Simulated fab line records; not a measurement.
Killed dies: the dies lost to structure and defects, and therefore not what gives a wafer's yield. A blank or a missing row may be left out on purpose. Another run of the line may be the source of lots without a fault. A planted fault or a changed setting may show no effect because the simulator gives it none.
Matching of chambers || flow gf180mcu || GF_V3_CMP_26 on cmp-01 has 4 sister chambers
The step polishes, stops on SiO2, t overpolish 15 s, target thk 0 nm. 4 wafers are shown with their chamber, then 8 later ones without.

## WAFERS WITH THEIR CHAMBER
{"wafer": "L203.3", "chamber": 1, "motor current A (A)": 11.1}
{"wafer": "L203.4", "chamber": 2, "motor current A (A)": 9.8}
{"wafer": "L203.6", "chamber": 0, "motor current A (A)": 12.2}
{"wafer": "L205.2", "chamber": 3, "motor current A (A)": 12.7}

## WAFERS WITHOUT THEIR CHAMBER
{"wafer": "L205.3", "motor current A (A)": 10.0}
{"wafer": "L205.5", "motor current A (A)": 12.3}
{"wafer": "L206.3", "motor current A (A)": 11.8}
{"wafer": "L206.4", "motor current A (A)": 9.7}
{"wafer": "L206.6", "motor current A (A)": 9.4}
{"wafer": "L207.2", "motor current A (A)": 12.2}
{"wafer": "L207.4", "motor current A (A)": 9.9}
{"wafer": "L207.6", "motor current A (A)": 12.0}

## WHICH CHAMBER EACH WENT THROUGH
{"wafer": "L205.3", "from the rows above": 2, "in truth": 2}
{"wafer": "L205.5", "from the rows above": "can't be placed: 0 or 3", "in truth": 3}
{"wafer": "L206.3", "from the rows above": "can't be placed: 0 or 1", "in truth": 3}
{"wafer": "L206.4", "from the rows above": 2, "in truth": 2}
{"wafer": "L206.6", "from the rows above": 2, "in truth": 2}
{"wafer": "L207.2", "from the rows above": 0, "in truth": 0}
{"wafer": "L207.4", "from the rows above": 2, "in truth": 2}
{"wafer": "L207.6", "from the rows above": 0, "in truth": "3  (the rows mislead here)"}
Correct placement for 5 of the 8. These rows do not allow placing 2 (true chamber among the candidates in 1). 1 placed wrongly.
How it was worked out, from the rows above alone: a wafer's distance from a chamber is the root of the sum, over the readings, of the square of ((its reading less the chamber's mean) divided by the reading's scatter). If the next closest chamber is less than 2 further off than the closest, the wafer can't be placed; otherwise it belongs to the closest. A chamber's mean is the mean of its shown wafers. The scatter: with one shown wafer a chamber, the root of the mean of the squares of how far each hidden wafer lies from its nearest shown one.
